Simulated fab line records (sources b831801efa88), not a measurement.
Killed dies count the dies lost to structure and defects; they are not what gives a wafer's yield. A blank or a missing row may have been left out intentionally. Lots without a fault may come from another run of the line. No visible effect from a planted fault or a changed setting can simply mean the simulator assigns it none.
fab line records / flow gf180mcu
record lots=7 wafers=21 lastDay=34
route steps=602 shown VT_IMPLANT@115
lots untouched by any fault: they come from a run of this same line in which no faults occurred
startH: start of the lot's first displayed wafer, in hours after the record's first day / waitH: time in hours since the lot's previous step / " identical to the entry in the row above / L1.1+2: one row covering several wafers at once / - either no value or no given start / * or withheld: withheld / < > ~ a bound
route shown NAME@n: a module of which the file shows steps, and the number in the route of the first / usual: average and standard deviation across the fault-free wafers / same: alike in all rows / chamber/n: place in a boat / sites: each site's reading / _std_site: their standard deviation / _edge_site: the outer-site mean with the inner-site mean subtracted / radiusMm: how far each site lies from the wafer's centre / mask NAME#n: copy n / behind: tool/chamber where the wafer was last shaped / hold: what put the lot on hold/how long, in hours/how the hold closed / device: whichever transistor did not switch (one of n, p or np) / end of line: tests run on the same wafers once the route is complete / for a step that has no rows: nothing shown but its recipe / killed: dies that structure and defects cost at the first sort, which is not the same as the wafer's yield / map: a wafer's dies, x killed, . not, _ none there
set.NAME: setting as actually run; set.NAME@STEP: the setting as run at that earlier step / model.NAME: the simulator's own value behind a step, which no gauge read
a table for each step, a row for each wafer; lots at some steps of the route
services: when a tool's chamber went out of use (startH, in hours from the record's first day, below 0 if earlier), for how many hours, and the reason
## steps
# step GF_VT_IMPLANT_SOFTBAKE_25
# recipe tempC=90 timeS=60 resist=NOVOLAK
# step GF_VT_IMPLANT_EXPOSE_26
# recipe maskId=LVPWELL_HV_AREA targetCdNm=860 na=0.6 sourceShape=conventional sigmaOuter=0.6 doseMj=140
# step GF_VT_IMPLANT_PEB_27
# recipe tempC=withheld timeS=* resist=NOVOLAK
# step GF_VT_IMPLANT_DEVELOP_28
# recipe developTimeS=60 devTempC=23
# step GF_VT_IMPLANT_OVL_MEAS_29
# usual VT_IMPLANT_02_OVL=0.3/1.4
lot.wafer=L696.1 tool=overlay-02 chamber=- startH=208.43 waitH=0.1 VT_IMPLANT_02_OVL[nm]=-0.4
lot.wafer=L696.2 tool=overlay-02 chamber=- startH=208.43 waitH=0.1 VT_IMPLANT_02_OVL[nm]=0.5
lot.wafer=L696.4 tool=overlay-02 chamber=- startH=208.43 waitH=0.1 VT_IMPLANT_02_OVL[nm]=-2.8
lot.wafer=L697.2 tool=overlay-02 chamber=- startH=216.14 waitH=0.1 VT_IMPLANT_02_OVL[nm]=2.9
lot.wafer=L697.4 tool=overlay-02 chamber=- startH=216.14 waitH=0.1 VT_IMPLANT_02_OVL[nm]=-1.0
lot.wafer=L697.5 tool=overlay-02 chamber=- startH=216.14 waitH=0.1 VT_IMPLANT_02_OVL[nm]=0.1
lot.wafer=L702.1 tool=overlay-01 chamber=- startH=244.53 waitH=0.1 VT_IMPLANT_02_OVL[nm]=-0.9
lot.wafer=L702.5 tool=overlay-01 chamber=- startH=244.53 waitH=0.1 VT_IMPLANT_02_OVL[nm]=1.5
lot.wafer=L702.6 tool=overlay-01 chamber=- startH=244.53 waitH=0.1 VT_IMPLANT_02_OVL[nm]=0.8
lot.wafer=L703.1 tool=overlay-02 chamber=- startH=252.07 waitH=0.1 VT_IMPLANT_02_OVL[nm]=-0.4
lot.wafer=L703.3 tool=overlay-02 chamber=- startH=252.07 waitH=0.1 VT_IMPLANT_02_OVL[nm]=-0.1
lot.wafer=L703.6 tool=overlay-02 chamber=- startH=252.07 waitH=0.1 VT_IMPLANT_02_OVL[nm]=0.8
lot.wafer=L704.1 tool=overlay-01 chamber=- startH=256.12 waitH=0.1 VT_IMPLANT_02_OVL[nm]=-0.3
lot.wafer=L704.4 tool=overlay-01 chamber=- startH=256.12 waitH=0.1 VT_IMPLANT_02_OVL[nm]=0.3
lot.wafer=L704.5 tool=overlay-01 chamber=- startH=256.12 waitH=0.1 VT_IMPLANT_02_OVL[nm]=-1.2
lot.wafer=L705.3 tool=overlay-02 chamber=- startH=264.13 waitH=0.1 VT_IMPLANT_02_OVL[nm]=-0.1
lot.wafer=L705.4 tool=overlay-02 chamber=- startH=264.13 waitH=0.1 VT_IMPLANT_02_OVL[nm]=0.1
lot.wafer=L705.6 tool=overlay-02 chamber=- startH=264.13 waitH=0.1 VT_IMPLANT_02_OVL[nm]=-1.0
lot.wafer=L706.3 tool=overlay-02 chamber=- startH=267.54 waitH=0.1 VT_IMPLANT_02_OVL[nm]=0.8
lot.wafer=L706.5 tool=overlay-02 chamber=- startH=267.54 waitH=0.1 VT_IMPLANT_02_OVL[nm]=-0.9
lot.wafer=L706.6 tool=overlay-02 chamber=- startH=267.54 waitH=0.1 VT_IMPLANT_02_OVL[nm]=1.5
# step GF_VT_IMPLANT_IMPLANT_30
# recipe species=B energyKev=25 doseCm2=2.534e+12 tiltDeg=7
# step GF_VT_IMPLANT_STRIP_31
# recipe chemistry=O2/N2 powerW=1400 pressureMtorr=1500 platenTempC=250 o2FlowSccm=3000 n2FlowSccm=300 overashFraction=0.5
# usual drypumpMotorCurrentA=5.47/0.23 heaterPowerW=324/32 oesProductAu=0.716/0.0047 stripTimeToEndpointS=12.64/0.032
lot.wafer=L696.1 tool=plasmaAsher-01 chamber=1 startH=208.62 waitH=0.1 drypumpMotorCurrentA=5.84 heaterPowerW=284 oesProductAu=0.723 rfHoursCounterH=39 stripTimeToEndpointS=12.67
lot.wafer=L696.2 tool=plasmaAsher-01 chamber=0 startH=208.62 waitH=0.1 drypumpMotorCurrentA=5.29 heaterPowerW=363 oesProductAu=0.726 rfHoursCounterH=39 stripTimeToEndpointS=12.64
lot.wafer=L696.4 tool=plasmaAsher-01 chamber=1 startH=208.62 waitH=0.1 drypumpMotorCurrentA=5.84 heaterPowerW=289 oesProductAu=0.707 rfHoursCounterH=- stripTimeToEndpointS=12.66
lot.wafer=L697.2 tool=plasmaAsher-04 chamber=0 startH=216.32 waitH=0.1 drypumpMotorCurrentA=5.61 heaterPowerW=280 oesProductAu=0.707 rfHoursCounterH=10 stripTimeToEndpointS=12.65
lot.wafer=L697.4 tool=plasmaAsher-04 chamber=0 startH=216.32 waitH=0.1 drypumpMotorCurrentA=5.65 heaterPowerW=278 oesProductAu=0.717 rfHoursCounterH=- stripTimeToEndpointS=12.64
lot.wafer=L697.5 tool=plasmaAsher-04 chamber=1 startH=216.32 waitH=0.1 drypumpMotorCurrentA=5.42 heaterPowerW=304 oesProductAu=0.718 rfHoursCounterH=- stripTimeToEndpointS=12.66
lot.wafer=L702.1 tool=plasmaAsher-03 chamber=1 startH=244.72 waitH=0.1 drypumpMotorCurrentA=5.60 heaterPowerW=314 oesProductAu=0.719 rfHoursCounterH=59 stripTimeToEndpointS=12.60
lot.wafer=L702.5 tool=plasmaAsher-03 chamber=0 startH=244.72 waitH=0.1 drypumpMotorCurrentA=5.22 heaterPowerW=346 oesProductAu=0.713 rfHoursCounterH=- stripTimeToEndpointS=12.62
lot.wafer=L702.6 tool=plasmaAsher-03 chamber=1 startH=244.72 waitH=0.1 drypumpMotorCurrentA=5.60 heaterPowerW=314 oesProductAu=0.713 rfHoursCounterH=- stripTimeToEndpointS=12.62
lot.wafer=L703.1 tool=plasmaAsher-04 chamber=0 startH=252.26 waitH=0.1 drypumpMotorCurrentA=5.63 heaterPowerW=284 oesProductAu=0.718 rfHoursCounterH=14 stripTimeToEndpointS=12.63
lot.wafer=L703.3 tool=plasmaAsher-04 chamber=0 startH=252.26 waitH=0.1 drypumpMotorCurrentA=5.64 heaterPowerW=273 oesProductAu=0.722 rfHoursCounterH=- stripTimeToEndpointS=12.60
lot.wafer=L703.6 tool=plasmaAsher-04 chamber=1 startH=252.26 waitH=0.1 drypumpMotorCurrentA=5.44 heaterPowerW=301 oesProductAu=0.712 rfHoursCounterH=- stripTimeToEndpointS=12.62
lot.wafer=L704.1 tool=plasmaAsher-04 chamber=1 startH=256.31 waitH=0.1 drypumpMotorCurrentA=5.42 heaterPowerW=306 oesProductAu=0.714 rfHoursCounterH=14 stripTimeToEndpointS=12.67
lot.wafer=L704.4 tool=plasmaAsher-04 chamber=0 startH=256.31 waitH=0.1 drypumpMotorCurrentA=5.60 heaterPowerW=272 oesProductAu=0.716 rfHoursCounterH=- stripTimeToEndpointS=12.68
lot.wafer=L704.5 tool=plasmaAsher-04 chamber=0 startH=256.31 waitH=0.1 drypumpMotorCurrentA=5.58 heaterPowerW=282 oesProductAu=0.712 rfHoursCounterH=- stripTimeToEndpointS=12.65
lot.wafer=L705.3 tool=plasmaAsher-03 chamber=1 startH=264.34 waitH=0.1 drypumpMotorCurrentA=5.56 heaterPowerW=315 oesProductAu=0.717 rfHoursCounterH=- stripTimeToEndpointS=12.67
lot.wafer=L705.4 tool=plasmaAsher-03 chamber=0 startH=264.34 waitH=0.1 drypumpMotorCurrentA=5.19 heaterPowerW=359 oesProductAu=0.717 rfHoursCounterH=- stripTimeToEndpointS=12.64
lot.wafer=L705.6 tool=plasmaAsher-03 chamber=1 startH=264.34 waitH=0.1 drypumpMotorCurrentA=5.58 heaterPowerW=320 oesProductAu=0.720 rfHoursCounterH=- stripTimeToEndpointS=12.69
lot.wafer=L706.3 tool=plasmaAsher-03 chamber=0 startH=267.75 waitH=0.1 drypumpMotorCurrentA=5.21 heaterPowerW=351 oesProductAu=0.711 rfHoursCounterH=- stripTimeToEndpointS=12.67
lot.wafer=L706.5 tool=plasmaAsher-03 chamber=0 startH=267.75 waitH=0.1 drypumpMotorCurrentA=5.22 heaterPowerW=352 oesProductAu=0.714 rfHoursCounterH=- stripTimeToEndpointS=12.68
lot.wafer=L706.6 tool=plasmaAsher-03 chamber=1 startH=267.75 waitH=0.1 drypumpMotorCurrentA=5.58 heaterPowerW=309 oesProductAu=0.721 rfHoursCounterH=- stripTimeToEndpointS=12.60
# step GF_VT_IMPLANT_TW_MEAS_32
# usual VT_IMPLANT_3_TW=266.7/1.6
lot.wafer=L696.1 tool=filmMetro-03 chamber=- startH=208.72 waitH=0.1 VT_IMPLANT_3_TW=264.3
lot.wafer=L696.2 tool=filmMetro-03 chamber=- startH=208.72 waitH=0.1 VT_IMPLANT_3_TW=265.2
lot.wafer=L696.4 tool=filmMetro-03 chamber=- startH=208.72 waitH=0.1 VT_IMPLANT_3_TW=267.0
lot.wafer=L697.2 tool=filmMetro-02 chamber=- startH=216.43 waitH=0.1 VT_IMPLANT_3_TW=270.7
lot.wafer=L697.4 tool=filmMetro-02 chamber=- startH=216.43 waitH=0.1 VT_IMPLANT_3_TW=268.4
lot.wafer=L697.5 tool=filmMetro-02 chamber=- startH=216.43 waitH=0.1 VT_IMPLANT_3_TW=270.1
lot.wafer=L702.1 tool=filmMetro-02 chamber=- startH=244.82 waitH=0.1 VT_IMPLANT_3_TW=266.2
lot.wafer=L702.5 tool=filmMetro-02 chamber=- startH=244.82 waitH=0.1 VT_IMPLANT_3_TW=266.4
lot.wafer=L702.6 tool=filmMetro-02 chamber=- startH=244.82 waitH=0.1 VT_IMPLANT_3_TW=268.9
lot.wafer=L703.1 tool=filmMetro-03 chamber=- startH=252.36 waitH=0.1 VT_IMPLANT_3_TW=265.8
lot.wafer=L703.3 tool=filmMetro-03 chamber=- startH=252.36 waitH=0.1 VT_IMPLANT_3_TW=267.2
lot.wafer=L703.6 tool=filmMetro-03 chamber=- startH=252.36 waitH=0.1 VT_IMPLANT_3_TW=266.9
lot.wafer=L704.1 tool=filmMetro-03 chamber=- startH=256.41 waitH=0.1 VT_IMPLANT_3_TW=266.0
lot.wafer=L704.4 tool=filmMetro-03 chamber=- startH=256.41 waitH=0.1 VT_IMPLANT_3_TW=266.6
lot.wafer=L704.5 tool=filmMetro-03 chamber=- startH=256.41 waitH=0.1 VT_IMPLANT_3_TW=268.1
lot.wafer=L705.3 tool=filmMetro-02 chamber=- startH=264.43 waitH=0.1 VT_IMPLANT_3_TW=267.2
lot.wafer=L705.4 tool=filmMetro-02 chamber=- startH=264.43 waitH=0.1 VT_IMPLANT_3_TW=267.4
lot.wafer=L705.6 tool=filmMetro-02 chamber=- startH=264.43 waitH=0.1 VT_IMPLANT_3_TW=266.6
lot.wafer=L706.3 tool=filmMetro-02 chamber=- startH=267.84 waitH=0.1 VT_IMPLANT_3_TW=266.1
lot.wafer=L706.5 tool=filmMetro-02 chamber=- startH=267.84 waitH=0.1 VT_IMPLANT_3_TW=267.3
lot.wafer=L706.6 tool=filmMetro-02 chamber=- startH=267.84 waitH=0.1 VT_IMPLANT_3_TW=265.7
# step GF_VT_IMPLANT_DEHYDRATE_33
# recipe tempC=200 timeS=60
# step GF_VT_IMPLANT_HMDS_34
# recipe primeTimeS=60 primeTempC=120
# step GF_VT_IMPLANT_COAT_35
# recipe resist=NOVOLAK spinRpm=3000 resistThkNm=1000
# step GF_VT_IMPLANT_SOFTBAKE_36
# recipe tempC=90 timeS=60 resist=NOVOLAK
# step GF_VT_IMPLANT_EXPOSE_37
# recipe maskId=Nwell_HV_AREA targetCdNm=860 na=0.6 sourceShape=conventional sigmaOuter=0.6 doseMj=140
# usual exposureDoseMJCm2=140.03/0.14 focusOffsetNm=0.0/0.53
lot.wafer=L696.1 tool=ilineStepper-01 chamber=0 startH=217.33 waitH=- mask=Nwell_HV_AREA#0 exposureDoseMJCm2=140.02 focusOffsetNm=0.6 model.VT_IMPLANT.overlayXNm=0.4887
lot.wafer=L696.2 tool=ilineStepper-01 chamber=0 startH=217.33 waitH=- mask=Nwell_HV_AREA#0 exposureDoseMJCm2=140.02 focusOffsetNm=0.3 model.VT_IMPLANT.overlayXNm=0.4887
lot.wafer=L696.4 tool=ilineStepper-01 chamber=0 startH=217.33 waitH=- mask=Nwell_HV_AREA#0 exposureDoseMJCm2=140.21 focusOffsetNm=0.5 model.VT_IMPLANT.overlayXNm=0.4887
lot.wafer=L697.2 tool=ilineStepper-02 chamber=0 startH=225.42 waitH=- mask=Nwell_HV_AREA#0 exposureDoseMJCm2=140.00 focusOffsetNm=-0.3 model.VT_IMPLANT.overlayXNm=-0.6095
lot.wafer=L697.4 tool=ilineStepper-02 chamber=0 startH=225.42 waitH=- mask=Nwell_HV_AREA#0 exposureDoseMJCm2=139.73 focusOffsetNm=0.1 model.VT_IMPLANT.overlayXNm=-0.6095
lot.wafer=L697.5 tool=ilineStepper-02 chamber=0 startH=225.42 waitH=- mask=Nwell_HV_AREA#0 exposureDoseMJCm2=140.05 focusOffsetNm=0.5 model.VT_IMPLANT.overlayXNm=-0.6095
lot.wafer=L702.1 tool=ilineStepper-01 chamber=0 startH=253.47 waitH=- mask=Nwell_HV_AREA#0 exposureDoseMJCm2=139.91 focusOffsetNm=-0.5 model.VT_IMPLANT.overlayXNm=-0.3648
lot.wafer=L702.5 tool=ilineStepper-01 chamber=0 startH=253.47 waitH=- mask=Nwell_HV_AREA#0 exposureDoseMJCm2=139.90 focusOffsetNm=0.0 model.VT_IMPLANT.overlayXNm=-0.3648
lot.wafer=L702.6 tool=ilineStepper-01 chamber=0 startH=253.47 waitH=- mask=Nwell_HV_AREA#0 exposureDoseMJCm2=139.92 focusOffsetNm=-0.3 model.VT_IMPLANT.overlayXNm=-0.3648
lot.wafer=L703.1 tool=ilineStepper-02 chamber=- startH=261.75 waitH=- mask=Nwell_HV_AREA#0 exposureDoseMJCm2=- focusOffsetNm=- model.VT_IMPLANT.overlayXNm=-0.469
lot.wafer=L703.3 tool=ilineStepper-02 chamber=- startH=261.75 waitH=- mask=Nwell_HV_AREA#0 exposureDoseMJCm2=- focusOffsetNm=- model.VT_IMPLANT.overlayXNm=-0.469
lot.wafer=L703.6 tool=ilineStepper-02 chamber=- startH=261.75 waitH=- mask=Nwell_HV_AREA#0 exposureDoseMJCm2=- focusOffsetNm=- model.VT_IMPLANT.overlayXNm=-0.469
lot.wafer=L704.1 tool=ilineStepper-02 chamber=- startH=265.34 waitH=- mask=Nwell_HV_AREA#0 exposureDoseMJCm2=- focusOffsetNm=- model.VT_IMPLANT.overlayXNm=-1.032
lot.wafer=L704.4 tool=ilineStepper-02 chamber=- startH=265.34 waitH=- mask=Nwell_HV_AREA#0 exposureDoseMJCm2=- focusOffsetNm=- model.VT_IMPLANT.overlayXNm=-1.032
lot.wafer=L704.5 tool=ilineStepper-02 chamber=- startH=265.34 waitH=- mask=Nwell_HV_AREA#0 exposureDoseMJCm2=- focusOffsetNm=- model.VT_IMPLANT.overlayXNm=-1.032
lot.wafer=L705.3 tool=ilineStepper-02 chamber=- startH=273.17 waitH=- mask=Nwell_HV_AREA#0 exposureDoseMJCm2=- focusOffsetNm=- model.VT_IMPLANT.overlayXNm=-0.1352
lot.wafer=L705.4 tool=ilineStepper-02 chamber=- startH=273.17 waitH=- mask=Nwell_HV_AREA#0 exposureDoseMJCm2=- focusOffsetNm=- model.VT_IMPLANT.overlayXNm=-0.1352
lot.wafer=L705.6 tool=ilineStepper-02 chamber=- startH=273.17 waitH=- mask=Nwell_HV_AREA#0 exposureDoseMJCm2=- focusOffsetNm=- model.VT_IMPLANT.overlayXNm=-0.1352
lot.wafer=L706.3 tool=ilineStepper-01 chamber=0 startH=277.29 waitH=- mask=Nwell_HV_AREA#0 exposureDoseMJCm2=140.08 focusOffsetNm=0.6 model.VT_IMPLANT.overlayXNm=0.2597
lot.wafer=L706.5 tool=ilineStepper-01 chamber=0 startH=277.29 waitH=- mask=Nwell_HV_AREA#0 exposureDoseMJCm2=140.02 focusOffsetNm=0.3 model.VT_IMPLANT.overlayXNm=0.2597
lot.wafer=L706.6 tool=ilineStepper-01 chamber=0 startH=277.29 waitH=- mask=Nwell_HV_AREA#0 exposureDoseMJCm2=140.12 focusOffsetNm=0.7 model.VT_IMPLANT.overlayXNm=0.2597
# step GF_VT_IMPLANT_PEB_38
# recipe tempC=withheld timeS=* resist=NOVOLAK
## services
tool=ilineStepper-02 chamber=- startH=191.08 hours=0.6 kind=repair
tool=ilineStepper-02 chamber=- startH=202.41 hours=1.7 kind=pm
tool=ilineStepper-01 chamber=- startH=204.08 hours=1.7 kind=pm
tool=ilineStepper-02 chamber=0 startH=213.18 hours=- kind=calibration
tool=ilineStepper-01 chamber=- startH=224.56 hours=15.5 kind=repair
tool=plasmaAsher-01 chamber=- startH=231.14 hours=3.0 kind=repair
tool=ilineStepper-01 chamber=- startH=259.92 hours=8.9 kind=pm
## key
firstSign step=GF_VT_IMPLANT_EXPOSE_37 reading=toolRecord direction=missing
effect none on later readings
modelEffect step=GF_VT_IMPLANT_EXPOSE_37 value=VT_IMPLANT.overlayXNm without=-0.9007 struck=-0.5454
metAt GF_VT_IMPLANT_EXPOSE_37
struckWafers L703.1,L703.3,L703.6,L704.1,L704.4,L704.5,L705.3,L705.4,L705.6
laterRowsLeftOut L703.1,L703.3,L703.6,L704.1,L704.4,L704.5,L705.3,L705.4,L705.6
sortLeftOut L703.1,L703.3,L703.6,L704.1,L704.4,L704.5,L705.3,L705.4,L705.6
testerLeftOut L703,L704,L705
onsetBetween 225.42 261.75
fault kind=skippedStepWhole tool=ilineStepper-02 chamber=- onsetH=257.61 steps=GF_VT_IMPLANT_EXPOSE_37 scope=struckLotsOnly
# testerLeftOut: of these lots the tester's yield and bins aren't shown, on N5 and GAA mostly nor the transistor test; their killed dies are dies lost to structure and defects alone, not to doping, threshold or leakage, so they don't give the yield
# sortLeftOut: the simulated sort isn't trusted on such a fault, so these wafers' sort isn't shown, and their yield isn't known
# laterRowsLeftOut: the simulator's readings of these wafers behind a module that went badly wrong aren't trusted and aren't shown, but for the sort
